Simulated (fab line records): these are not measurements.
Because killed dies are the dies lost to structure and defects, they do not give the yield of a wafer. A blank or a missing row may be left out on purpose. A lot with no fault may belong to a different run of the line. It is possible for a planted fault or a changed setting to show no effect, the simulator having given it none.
What tool caused it? :: flow sky130 :: at 1 step of a route of 708, 6 lots with 18 wafers sampled

WHAT THE GAUGES READ, wafer by wafer
SKY_SD_N_OVL_MEAS_08.
lot: L705
measured: day 28 01:25
on: overlay-01
SD_N_OVL (nm): -0.1 -0.3 -1.1

lot: L707
measured: day 28 15:58
on: overlay-01
SD_N_OVL (nm): 0.2 -1.0 -0.1

lot: L711
measured: day 30 12:02
on: overlay-02
SD_N_OVL (nm): -0.9 0.2 -0.6

lot: L713
measured: day 31 03:02
on: overlay-02
SD_N_OVL (nm): 1.8 0.5 0.5

lot: L718
measured: day 32 17:35
on: overlay-01
SD_N_OVL (nm): 0.6 0.0 0.0

lot: L723
measured: day 34 17:11
on: overlay-02
SD_N_OVL (nm): -0.1 -1.2 -1.2

WHAT TOOL EACH LOT RAN ON (gives the tool, then ch and the chambers of the sampled wafers, and finally the start)
The record shows no process step preceding these readings.

THE ANSWER, worked out from the rows above alone
Rule: the usual values come from the lots themselves. The widest of any qualifying gaps counts: lots, ordered by their means at a reading, are off when they make up no more than a third of the lots, leave a main group of 4 or more, and stand apart from it by 3 or more times the standard deviation of that group's means. A main group is skipped when, at the precision printed for the reading in the tables above, its means are all equal. Also off: a lot with no number at a reading for which 4 or more lots have one. All remaining lots with rows at the step are treated as sound.
Across all readings shown, no lot is off: no conclusion can be drawn from this.

WHAT WAS PUT IN BY THE SIMULATOR
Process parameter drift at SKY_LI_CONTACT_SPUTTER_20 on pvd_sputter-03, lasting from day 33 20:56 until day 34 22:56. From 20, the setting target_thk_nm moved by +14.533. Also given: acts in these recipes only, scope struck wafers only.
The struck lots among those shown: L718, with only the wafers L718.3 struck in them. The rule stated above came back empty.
